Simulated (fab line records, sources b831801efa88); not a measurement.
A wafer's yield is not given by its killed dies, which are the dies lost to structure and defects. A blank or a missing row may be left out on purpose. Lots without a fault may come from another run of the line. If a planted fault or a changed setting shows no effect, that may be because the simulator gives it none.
Which tool did it? -- flow gf180mcu -- 13 lots with 39 wafers sampled at 3 steps, on a route of 602 steps

== WHAT EACH GAUGE READ, for each wafer ==
GF_TOP_METAL_THK_MEAS_06: measures by xrf. Usual: TOP_METAL_ALCU_THK typically reads 886 nm, with standard deviation 10.
lot,measured,on,TOP_METAL_ALCU_THK (nm),flag
L401,day 27 08:28,film-metro-02,878 875 882,
L402,day 27 16:11,film-metro-04,876 888 882,
L405,day 29 01:52,film-metro-04,891 877 900,
L406,day 28 21:17,film-metro-04,886 897 890,
L408,day 29 12:34,film-metro-03,894 879 886,
L409,day 29 18:21,film-metro-02,865 872 877,
L411,day 30 11:23,film-metro-03,879 882 878,
L412,day 30 19:13,film-metro-04,890 876 886,
L417,day 31 23:49,film-metro-04,906 898 887,
L421,day 33 00:51,film-metro-02,876 876 884,
L422,day 33 05:47,film-metro-02,871 878 865,
L423,day 33 17:45,film-metro-04,889 899 889,
L424,day 33 20:31,film-metro-02,861 865 868,

== WHICH TOOL RAN EACH LOT (tool, then ch and the chambers of the sampled wafers, then the start) ==
lot,GF_DUAL_GATE_WET_ETCH_12,GF_TOP_METAL_SPUTTER_04
L401,"wet-bench-01 ch 1, day 8 08:43","pvd-sputter-01, day 27 08:18"
L402,"wet-bench-04 ch 2, day 8 14:58","pvd-sputter-01, day 27 16:02"
L405,"wet-bench-04 ch 3, day 9 17:52","pvd-sputter-02, day 29 01:43"
L406,"wet-bench-04 ch 2, day 9 18:28","pvd-sputter-01, day 28 21:08"
L408,"wet-bench-04 ch 0, day 10 08:46","pvd-sputter-04, day 29 12:26"
L409,"wet-bench-04 ch 3, day 10 12:19","pvd-sputter-02, day 29 18:13"
L411,"wet-bench-04 ch 1, day 11 06:13","pvd-sputter-04, day 30 11:13"
L412,"wet-bench-04 ch 2, day 11 14:01","pvd-sputter-04, day 30 19:02"
L417,"wet-bench-03 ch 1, day 12 20:55","pvd-sputter-01, day 31 23:40"
L421,"wet-bench-04 ch 0, day 14 03:40","pvd-sputter-02, day 33 00:41"
L422,"wet-bench-04 ch 1, day 14 07:31","pvd-sputter-02, day 33 05:38"
L423,"wet-bench-01 ch 3, day 14 23:52","pvd-sputter-04, day 33 17:36"
L424,"wet-bench-01 ch 0, day 15 05:25","pvd-sputter-04, day 33 20:21"
- GF_DUAL_GATE_WET_ETCH_12: etches SiO2 in dHF, target depth 13 nm, time 260 s.
- GF_TOP_METAL_SPUTTER_04: material TiN, target thk 25 nm, time 20.8 s.

== AS READ BY THE TOOLS THEMSELVES (means over the sampled wafers that have a number; for cases with no such wafer, the mark the record gives instead) ==
GF_DUAL_GATE_WET_ETCH_12. Usual: temp-c 25.00 C, standard deviation 0.12.
lot,tool,temp-c (C),flag
L401,wet-bench-01,25.03,
L402,wet-bench-04,24.98,
L405,wet-bench-04,25.09,
L406,wet-bench-04,25.02,
L408,wet-bench-04,24.93,
L409,wet-bench-04,25.05,
L411,wet-bench-04,24.94,
L412,wet-bench-04,25.06,
L417,wet-bench-03,24.70,
L421,wet-bench-04,25.11,
L422,wet-bench-04,25.20,
L423,wet-bench-01,24.95,
L424,wet-bench-01,24.86,

GF_TOP_METAL_SPUTTER_04. Usual: throttle-valve-pct 29.9 %, standard deviation 1.4.
lot,tool,throttle-valve-pct (%),flag
L401,pvd-sputter-01,29.3,
L402,pvd-sputter-01,29.9,
L405,pvd-sputter-02,29.8,
L406,pvd-sputter-01,29.6,
L408,pvd-sputter-04,30.0,
L409,pvd-sputter-02,29.1,
L411,pvd-sputter-04,29.8,
L412,pvd-sputter-04,28.7,
L417,pvd-sputter-01,30.0,
L421,pvd-sputter-02,29.3,
L422,pvd-sputter-02,30.5,
L423,pvd-sputter-04,31.2,
L424,pvd-sputter-04,29.9,

== THE ANSWER, worked out from the rows above alone ==
Rule: lot off if the mean of its wafers having a number is beyond 3 standard deviations from the usual mean. Also off: a lot with no number at a reading for which 4 or more lots have one. Where the step has rows for the other lots, those lots are counted as sound. First the gauges in route order, then the tools' own readings, where a lot's mean is used as printed above. The first step at which some lot is off is used, and at that step the reading that is off furthest; a lot without a number counts as furthest.
Nothing can be told from this: no lot is off at any reading shown.

== WHAT HAD BEEN PUT IN BY THE SIMULATOR ==
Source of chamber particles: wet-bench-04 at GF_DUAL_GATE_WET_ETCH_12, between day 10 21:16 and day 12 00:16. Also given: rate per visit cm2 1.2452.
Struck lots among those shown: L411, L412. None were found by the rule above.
